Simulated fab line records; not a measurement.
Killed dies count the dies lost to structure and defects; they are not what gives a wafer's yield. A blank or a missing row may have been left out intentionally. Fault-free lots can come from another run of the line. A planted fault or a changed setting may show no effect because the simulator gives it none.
fab line records :: flow sky130
[record]
  lots = 6
  wafers = 18
  last_day = 49
route steps=708 shown CAP2M@615 METAL4@621
lots that met no fault: taken from a fault-free run of the same line
start_h: hours from the record's first day to the start of the lot's first wafer shown :: wait_h: how many hours have passed since the lot's step before this one :: " unchanged from the row above :: L1.1+2: one row covering several wafers at once :: - either no value or no given start :: * or withheld: withheld :: < > ~ a bound
route shown NAME@n: a module of which the file shows steps, and the number in the route of the first :: usual: mean/standard deviation taken from wafers without a fault :: same: alike in all rows :: chamber/n: place in a boat :: sites: each site's reading :: _std_site: their standard deviation :: _edge_site: outer sites' mean less inner sites' :: radius_mm: how far each site lies from the wafer's centre :: mask NAME#n: copy n :: behind: the most recent tool/chamber to have shaped the wafer :: hold: cause of the lot's hold/its duration in hours/its outcome :: device: names the non-switching transistor (n, p or np) :: end of line: at the end of the route, the tests of the same wafers :: a step given without rows: its recipe and nothing more :: killed: the dies lost at the first sort to structure and to defects; this is not the yield of the wafer :: map: dies across one wafer; x = killed, . = not, _ = none there
set.NAME: the setting that was run; set.NAME@STEP: the one run at that earlier step :: model.NAME: the simulator's own value behind a step, which no gauge read
a table for each step, a row for each wafer; lots at some steps of the route
services: the hour from which a tool's chamber was out of use, counted from the record's first day as start_h (under 0 if before that day), plus the number of hours and why
[[steps]]
[step SKY_CAP2M_OVL_MEAS_12]
[usual]
  CAP2M_OVL = 1.2/1.4
lot.wafer: L391.1
tool: overlay-02
chamber: -
start_h: 971.39
wait_h: 0.1
CAP2M_OVL[nm]: 0.6

lot.wafer: L391.2
tool: overlay-02
chamber: -
start_h: 971.39
wait_h: 0.1
CAP2M_OVL[nm]: -1.3

lot.wafer: L391.4
tool: overlay-02
chamber: -
start_h: 971.39
wait_h: 0.1
CAP2M_OVL[nm]: -1.5

lot.wafer: L401.2
tool: overlay-01
chamber: -
start_h: 1037.94
wait_h: 0.1
CAP2M_OVL[nm]: 0.5

lot.wafer: L401.3
tool: overlay-01
chamber: -
start_h: 1037.94
wait_h: 0.1
CAP2M_OVL[nm]: -0.9

lot.wafer: L401.6
tool: overlay-01
chamber: -
start_h: 1037.94
wait_h: 0.1
CAP2M_OVL[nm]: -0.5

lot.wafer: L403.2
tool: overlay-02
chamber: -
start_h: 1055.04
wait_h: 0.1
CAP2M_OVL[nm]: 0.7

lot.wafer: L403.5
tool: overlay-02
chamber: -
start_h: 1055.04
wait_h: 0.1
CAP2M_OVL[nm]: 0.0

lot.wafer: L403.6
tool: overlay-02
chamber: -
start_h: 1055.04
wait_h: 0.1
CAP2M_OVL[nm]: -2.1

lot.wafer: L405.1
tool: overlay-01
chamber: -
start_h: 1067.72
wait_h: 0.1
CAP2M_OVL[nm]: 1.0

lot.wafer: L405.3
tool: overlay-01
chamber: -
start_h: 1067.72
wait_h: 0.1
CAP2M_OVL[nm]: 2.0

lot.wafer: L405.5
tool: overlay-01
chamber: -
start_h: 1067.72
wait_h: 0.1
CAP2M_OVL[nm]: 1.2

lot.wafer: L411.3
tool: overlay-02
chamber: -
start_h: 1098.63
wait_h: 0.1
CAP2M_OVL[nm]: 2.8

lot.wafer: L411.5
tool: overlay-02
chamber: -
start_h: 1098.63
wait_h: 0.1
CAP2M_OVL[nm]: 1.8

lot.wafer: L411.6
tool: overlay-02
chamber: -
start_h: 1098.63
wait_h: 0.1
CAP2M_OVL[nm]: 2.7

lot.wafer: L412.2
tool: overlay-02
chamber: -
start_h: 1110.94
wait_h: 0.1
CAP2M_OVL[nm]: 1.0

lot.wafer: L412.3
tool: overlay-02
chamber: -
start_h: 1110.94
wait_h: 0.1
CAP2M_OVL[nm]: 0.3

lot.wafer: L412.5
tool: overlay-02
chamber: -
start_h: 1110.94
wait_h: 0.1
CAP2M_OVL[nm]: 2.0
[step SKY_CAP2M_METAL_ETCH_13]
[recipe]
  target_depth_nm = 220
  stop_on = SiO2
  chemistry = Cl2/BCl3
  target = TiN
  pressure_mtorr = 10
  icp_w = 900
  bias_w = 48.5
  Cl2_flow_sccm = 60
  bcl3_flow_sccm = 30
  time_s = 62.9
[usual]
  drypump_motor_current_A = 6.0/0.39
  mfc_cl2_sccm = 60.01/0.18
  oes_product_au = 0.940/0.0082
  rf_fwd_power_W = 894/3
  throttle_valve_pct = 21.902/0.011
lot.wafer: L391.1
tool: rie_metal-02
chamber: 1
start_h: 971.43
wait_h: 0.0
drypump_motor_current_A: 6.5
mfc_cl2_sccm: 60.24
oes_product_au: 0.945
rf_fwd_power_W: 891
rf_hours_counter_h: 1
throttle_valve_pct: 21.911

lot.wafer: L391.2
tool: rie_metal-02
chamber: 0
start_h: 971.43
wait_h: 0.0
drypump_motor_current_A: 5.8
mfc_cl2_sccm: 60.13
oes_product_au: 0.942
rf_fwd_power_W: 892
rf_hours_counter_h: 7
throttle_valve_pct: 21.897

lot.wafer: L391.4
tool: rie_metal-02
chamber: 1
start_h: 971.43
wait_h: 0.0
drypump_motor_current_A: 6.5
mfc_cl2_sccm: 59.83
oes_product_au: 0.946
rf_fwd_power_W: 896
rf_hours_counter_h: -
throttle_valve_pct: 21.910

lot.wafer: L401.2
tool: rie_metal-04
chamber: 1
start_h: 1037.97
wait_h: 0.0
drypump_motor_current_A: 5.4
mfc_cl2_sccm: 59.73
oes_product_au: 0.940
rf_fwd_power_W: 894
rf_hours_counter_h: 10
throttle_valve_pct: 21.903

lot.wafer: L401.3
tool: rie_metal-04
chamber: 1
start_h: 1037.97
wait_h: 0.0
drypump_motor_current_A: 5.4
mfc_cl2_sccm: 60.00
oes_product_au: 0.929
rf_fwd_power_W: 890
rf_hours_counter_h: -
throttle_valve_pct: 21.889

lot.wafer: L401.6
tool: rie_metal-04
chamber: 0
start_h: 1037.97
wait_h: 0.0
drypump_motor_current_A: 5.8
mfc_cl2_sccm: 59.89
oes_product_au: 0.938
rf_fwd_power_W: 896
rf_hours_counter_h: -
throttle_valve_pct: 21.914

lot.wafer: L403.2
tool: rie_metal-02
chamber: 0
start_h: 1055.07
wait_h: 0.0
drypump_motor_current_A: 5.8
mfc_cl2_sccm: 59.85
oes_product_au: 0.939
rf_fwd_power_W: 893
rf_hours_counter_h: 12
throttle_valve_pct: 21.902

lot.wafer: L403.5
tool: rie_metal-02
chamber: 0
start_h: 1055.07
wait_h: 0.0
drypump_motor_current_A: 5.8
mfc_cl2_sccm: 60.01
oes_product_au: 0.948
rf_fwd_power_W: 889
rf_hours_counter_h: -
throttle_valve_pct: 21.903

lot.wafer: L403.6
tool: rie_metal-02
chamber: 1
start_h: 1055.07
wait_h: 0.0
drypump_motor_current_A: 6.5
mfc_cl2_sccm: 59.88
oes_product_au: 0.946
rf_fwd_power_W: 894
rf_hours_counter_h: -
throttle_valve_pct: 21.889

lot.wafer: L405.1
tool: rie_metal-01
chamber: 1
start_h: 1067.75
wait_h: 0.0
drypump_motor_current_A: 6.2
mfc_cl2_sccm: 59.90
oes_product_au: 0.928
rf_fwd_power_W: 898
rf_hours_counter_h: 20
throttle_valve_pct: 21.908

lot.wafer: L405.3
tool: rie_metal-01
chamber: 1
start_h: 1067.75
wait_h: 0.0
drypump_motor_current_A: 6.2
mfc_cl2_sccm: 59.92
oes_product_au: 0.925
rf_fwd_power_W: 902
rf_hours_counter_h: -
throttle_valve_pct: 21.908

lot.wafer: L405.5
tool: rie_metal-01
chamber: 1
start_h: 1067.75
wait_h: 0.0
drypump_motor_current_A: 6.2
mfc_cl2_sccm: 59.95
oes_product_au: 0.937
rf_fwd_power_W: 897
rf_hours_counter_h: -
throttle_valve_pct: 21.928

lot.wafer: L411.3
tool: rie_metal-04
chamber: 1
start_h: 1098.68
wait_h: 0.0
drypump_motor_current_A: 5.4
mfc_cl2_sccm: 59.96
oes_product_au: 0.930
rf_fwd_power_W: 891
rf_hours_counter_h: -
throttle_valve_pct: 21.917

lot.wafer: L411.5
tool: rie_metal-04
chamber: 1
start_h: 1098.68
wait_h: 0.0
drypump_motor_current_A: 5.4
mfc_cl2_sccm: 59.97
oes_product_au: 0.932
rf_fwd_power_W: 897
rf_hours_counter_h: -
throttle_valve_pct: 21.937

lot.wafer: L411.6
tool: rie_metal-04
chamber: 0
start_h: 1098.68
wait_h: 0.0
drypump_motor_current_A: 5.8
mfc_cl2_sccm: 60.02
oes_product_au: 0.932
rf_fwd_power_W: 895
rf_hours_counter_h: -
throttle_valve_pct: 21.894

lot.wafer: L412.2
tool: rie_metal-04
chamber: 0
start_h: 1110.97
wait_h: 0.0
drypump_motor_current_A: 5.8
mfc_cl2_sccm: 59.98
oes_product_au: 0.946
rf_fwd_power_W: 890
rf_hours_counter_h: 12
throttle_valve_pct: 21.893

lot.wafer: L412.3
tool: rie_metal-04
chamber: 1
start_h: 1110.97
wait_h: 0.0
drypump_motor_current_A: 5.4
mfc_cl2_sccm: 60.06
oes_product_au: 0.925
rf_fwd_power_W: 893
rf_hours_counter_h: -
throttle_valve_pct: 21.908

lot.wafer: L412.5
tool: rie_metal-04
chamber: 0
start_h: 1110.97
wait_h: 0.0
drypump_motor_current_A: 5.8
mfc_cl2_sccm: 60.09
oes_product_au: 0.938
rf_fwd_power_W: 895
rf_hours_counter_h: -
throttle_valve_pct: 21.917
[step SKY_CAP2M_STRIP_14]
[recipe]
  chemistry = O2/N2
  power_w = 1400
  pressure_mtorr = 1500
  platen_temp_c = withheld
  o2_flow_sccm = 3000
  n2_flow_sccm = 300
  overash_fraction = 0.5
[usual]
  drypump_motor_current_A = 5.8/0.44
  o2_flow_sccm = 2999/8.7
  oes_product_au = 0.710/0.0043
  strip_time_to_endpoint_s = 12.64/0.038
lot.wafer: L391.1
tool: plasma_asher-04
chamber: 1
start_h: 971.50
wait_h: 0.1
drypump_motor_current_A: 5.9
o2_flow_sccm: 2994
oes_product_au: 0.711
rf_hours_counter_h: 55
strip_time_to_endpoint_s: 12.65

lot.wafer: L391.2
tool: plasma_asher-04
chamber: 0
start_h: 971.50
wait_h: 0.1
drypump_motor_current_A: 5.6
o2_flow_sccm: 3009
oes_product_au: 0.708
rf_hours_counter_h: 55
strip_time_to_endpoint_s: 12.67

lot.wafer: L391.4
tool: plasma_asher-04
chamber: 0
start_h: 971.50
wait_h: 0.1
drypump_motor_current_A: 5.6
o2_flow_sccm: 2992
oes_product_au: 0.717
rf_hours_counter_h: -
strip_time_to_endpoint_s: 12.66

lot.wafer: L401.2
tool: plasma_asher-02
chamber: 0
start_h: 1038.04
wait_h: 0.1
drypump_motor_current_A: 6.6
o2_flow_sccm: 2997
oes_product_au: 0.716
rf_hours_counter_h: 121
strip_time_to_endpoint_s: 12.60

lot.wafer: L401.3
tool: plasma_asher-02
chamber: 0
start_h: 1038.04
wait_h: 0.1
drypump_motor_current_A: 6.6
o2_flow_sccm: 2991
oes_product_au: 0.707
rf_hours_counter_h: -
strip_time_to_endpoint_s: 12.62

lot.wafer: L401.6
tool: plasma_asher-02
chamber: 0
start_h: 1038.04
wait_h: 0.1
drypump_motor_current_A: 6.6
o2_flow_sccm: 3008
oes_product_au: 0.714
rf_hours_counter_h: -
strip_time_to_endpoint_s: 12.63

lot.wafer: L403.2
tool: plasma_asher-04
chamber: 0
start_h: 1055.15
wait_h: 0.1
drypump_motor_current_A: 5.5
o2_flow_sccm: 3010
oes_product_au: 0.714
rf_hours_counter_h: 63
strip_time_to_endpoint_s: 12.61

lot.wafer: L403.5
tool: plasma_asher-04
chamber: 0
start_h: 1055.15
wait_h: 0.1
drypump_motor_current_A: 5.5
o2_flow_sccm: 3008
oes_product_au: 0.712
rf_hours_counter_h: -
strip_time_to_endpoint_s: 12.66

lot.wafer: L403.6
tool: plasma_asher-04
chamber: 1
start_h: 1055.15
wait_h: 0.1
drypump_motor_current_A: 5.9
o2_flow_sccm: 3005
oes_product_au: 0.717
rf_hours_counter_h: -
strip_time_to_endpoint_s: 12.60

lot.wafer: L405.1
tool: plasma_asher-04
chamber: 0
start_h: 1067.91
wait_h: 0.1
drypump_motor_current_A: 5.6
o2_flow_sccm: 2995
oes_product_au: 0.714
rf_hours_counter_h: 64
strip_time_to_endpoint_s: 12.65

lot.wafer: L405.3
tool: plasma_asher-04
chamber: 1
start_h: 1067.91
wait_h: 0.1
drypump_motor_current_A: 5.9
o2_flow_sccm: 3002
oes_product_au: 0.709
rf_hours_counter_h: -
strip_time_to_endpoint_s: 12.67

lot.wafer: L405.5
tool: plasma_asher-04
chamber: 0
start_h: 1067.91
wait_h: 0.1
drypump_motor_current_A: 5.6
o2_flow_sccm: 3000
oes_product_au: 0.717
rf_hours_counter_h: -
strip_time_to_endpoint_s: 12.69

lot.wafer: L411.3
tool: plasma_asher-02
chamber: 0
start_h: 1098.76
wait_h: 0.1
drypump_motor_current_A: 6.6
o2_flow_sccm: 3002
oes_product_au: 0.710
rf_hours_counter_h: -
strip_time_to_endpoint_s: 12.63

lot.wafer: L411.5
tool: plasma_asher-02
chamber: 1
start_h: 1098.76
wait_h: 0.1
drypump_motor_current_A: 5.1
o2_flow_sccm: 2993
oes_product_au: 0.710
rf_hours_counter_h: -
strip_time_to_endpoint_s: 12.63

lot.wafer: L411.6
tool: plasma_asher-02
chamber: 0
start_h: 1098.76
wait_h: 0.1
drypump_motor_current_A: 6.6
o2_flow_sccm: 3005
oes_product_au: 0.708
rf_hours_counter_h: -
strip_time_to_endpoint_s: 12.59

lot.wafer: L412.2
tool: plasma_asher-02
chamber: 1
start_h: 1111.04
wait_h: 0.1
drypump_motor_current_A: 5.1
o2_flow_sccm: 3002
oes_product_au: 0.711
rf_hours_counter_h: 4
strip_time_to_endpoint_s: 12.65

lot.wafer: L412.3
tool: plasma_asher-02
chamber: 1
start_h: 1111.04
wait_h: 0.1
drypump_motor_current_A: 5.1
o2_flow_sccm: 3001
oes_product_au: 0.706
rf_hours_counter_h: -
strip_time_to_endpoint_s: 12.64

lot.wafer: L412.5
tool: plasma_asher-02
chamber: 0
start_h: 1111.04
wait_h: 0.1
drypump_motor_current_A: 6.6
o2_flow_sccm: 2979
oes_product_au: 0.716
rf_hours_counter_h: -
strip_time_to_endpoint_s: 12.63
[step SKY_CAP2M_STRIP_15]
[recipe]
  chemistry = post_etch_residue_remover
  time_s = 1200
  temp_c = 72.5
[step SKY_CAP2M_CLEAN_16]
[recipe]
  chemistry = IPA
  time_s = 180
  temp_c = 25
[step SKY_CAP2M_CLEAN_17]
[recipe]
  chemistry = O3/DIW
  dry = n2_spin
[step SKY_METAL4_DEHYDRATE_05]
[recipe]
  temp_c = 200
  time_s = 60
[step SKY_METAL4_HMDS_06]
[recipe]
  prime_time_s = 60
  prime_temp_c = 120
[step SKY_METAL4_COAT_07]
[recipe]
  resist = BARC
  temp_c = withheld
  time_s = withheld
  spin_rpm = 3000
  resist_thk_nm = 60
[step SKY_METAL4_COAT_08]
[recipe]
  resist = KrF-thick
  spin_rpm = 3000
  resist_thk_nm = 1140
[step SKY_METAL4_SOFTBAKE_09]
[recipe]
  temp_c = 100
  time_s = 90
  resist = KrF-thick
[step SKY_METAL4_EXPOSE_10]
[recipe]
  mask_id = MM4
  na = 0.68
  source_shape = annular
  sigma_inner = 0.4
  sigma_outer = 0.8
  target_cd_nm = 300
  dose_mj = 28
[step SKY_METAL4_PEB_11]
[recipe]
  peb_temp_c = withheld
  peb_time_s = withheld
  resist = KrF-thick
[usual]
  chill_plate_temp_C = *
  exhaust_pa = 44.8/0.93
lot.wafer: L391.1
tool: litho_track-02
chamber: 0
start_h: 995
wait_h: -
chill_plate_temp_C: *
exhaust_pa: 44.8

lot.wafer: L391.2
tool: litho_track-02
chamber: 0
start_h: 995
wait_h: -
chill_plate_temp_C: *
exhaust_pa: 43.9

lot.wafer: L391.4
tool: litho_track-02
chamber: 0
start_h: 995
wait_h: -
chill_plate_temp_C: *
exhaust_pa: 45.8

lot.wafer: L401.2
tool: litho_track-03
chamber: 0
start_h: 1060
wait_h: -
chill_plate_temp_C: *
exhaust_pa: 44.2

lot.wafer: L401.3
tool: litho_track-03
chamber: 0
start_h: 1060
wait_h: -
chill_plate_temp_C: *
exhaust_pa: 45.9

lot.wafer: L401.6
tool: litho_track-03
chamber: 0
start_h: 1060
wait_h: -
chill_plate_temp_C: *
exhaust_pa: 45.3

lot.wafer: L403.2
tool: litho_track-04
chamber: 0
start_h: 1076
wait_h: -
chill_plate_temp_C: *
exhaust_pa: 44.7

lot.wafer: L403.5
tool: litho_track-04
chamber: 0
start_h: 1076
wait_h: -
chill_plate_temp_C: *
exhaust_pa: 44.7

lot.wafer: L403.6
tool: litho_track-04
chamber: 0
start_h: 1076
wait_h: -
chill_plate_temp_C: *
exhaust_pa: 44.9

lot.wafer: L405.1
tool: litho_track-03
chamber: 0
start_h: 1088
wait_h: -
chill_plate_temp_C: *
exhaust_pa: 44.9

lot.wafer: L405.3
tool: litho_track-03
chamber: 0
start_h: 1088
wait_h: -
chill_plate_temp_C: *
exhaust_pa: 45.1

lot.wafer: L405.5
tool: litho_track-03
chamber: 0
start_h: 1088
wait_h: -
chill_plate_temp_C: *
exhaust_pa: 45.5

lot.wafer: L411.3
tool: litho_track-02
chamber: -
start_h: 1119
wait_h: -
chill_plate_temp_C: -
exhaust_pa: -

lot.wafer: L411.5
tool: litho_track-02
chamber: -
start_h: 1119
wait_h: -
chill_plate_temp_C: -
exhaust_pa: -

lot.wafer: L411.6
tool: litho_track-02
chamber: -
start_h: 1119
wait_h: -
chill_plate_temp_C: -
exhaust_pa: -

lot.wafer: L412.2
tool: litho_track-04
chamber: -
start_h: 1131
wait_h: -
chill_plate_temp_C: -
exhaust_pa: -

lot.wafer: L412.3
tool: litho_track-04
chamber: -
start_h: 1131
wait_h: -
chill_plate_temp_C: -
exhaust_pa: -

lot.wafer: L412.5
tool: litho_track-04
chamber: -
start_h: 1131
wait_h: -
chill_plate_temp_C: -
exhaust_pa: -
[step SKY_METAL4_DEVELOP_12]
[recipe]
  develop_time_s = 60
  resist = KrF-thick
  dev_temp_c = 21
[[services]]
tool: rie_metal-04
chamber: -
start_h: 980.25
hours: 7.6
kind: repair

tool: plasma_asher-02
chamber: -
start_h: 984.57
hours: 0.7
kind: repair

tool: rie_metal-01
chamber: 0
start_h: 1016.41
hours: -
kind: clean

tool: rie_metal-01
chamber: 0
start_h: 1016.41
hours: 13.1
kind: scheduled_down

tool: rie_metal-01
chamber: 0
start_h: 1016.41
hours: 13.1
kind: vent_cycle

tool: rie_metal-02
chamber: -
start_h: 1019.13
hours: 0.2
kind: repair

tool: plasma_asher-04
chamber: -
start_h: 1039.48
hours: 3.6
kind: repair

tool: plasma_asher-02
chamber: -
start_h: 1046.20
hours: 15.6
kind: pm

tool: rie_metal-01
chamber: 0
start_h: 1049.96
hours: 76.4
kind: repair

tool: rie_metal-04
chamber: -
start_h: 1059.47
hours: 2.4
kind: repair

tool: plasma_asher-02
chamber: -
start_h: 1061.80
hours: 9.0
kind: pm

tool: plasma_asher-02
chamber: 0
start_h: 1061.80
hours: 9.0
kind: vent_cycle

tool: plasma_asher-02
chamber: 1
start_h: 1061.80
hours: 9.0
kind: vent_cycle

tool: plasma_asher-02
chamber: 0
start_h: 1070.80
hours: -
kind: clean

tool: plasma_asher-02
chamber: 1
start_h: 1070.80
hours: -
kind: clean

tool: rie_metal-01
chamber: -
start_h: 1094.30
hours: 1.0
kind: repair

tool: plasma_asher-02
chamber: -
start_h: 1116.94
hours: 0.7
kind: repair

tool: plasma_asher-02
chamber: -
start_h: 1119.74
hours: 1.2
kind: repair
[[key]]
[first_sign]
  step = SKY_METAL4_PEB_11
  reading = tool_record
  direction = missing
effect none on later readings
met_at SKY_METAL4_PEB_11
struck_wafers L411.3,L411.5,L411.6,L412.2,L412.3,L412.5
later_rows_left_out L411.3,L411.5,L411.6,L412.2,L412.3,L412.5
sort_left_out L411.3,L411.5,L411.6,L412.2,L412.3,L412.5
onset_between 1076 1119
[fault]
  kind = skipped_step_whole
  tool = litho_track-02,litho_track-04
  chamber = -
  onset_h = 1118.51
  steps = SKY_METAL4_PEB_11
  scope = struck_lots_only
// sort_left_out: the simulated sort isn't trusted on such a fault, so these wafers' sort isn't shown, and their yield isn't known
// later_rows_left_out: the simulator's readings of these wafers behind a module that went badly wrong aren't trusted and aren't shown, but for the sort
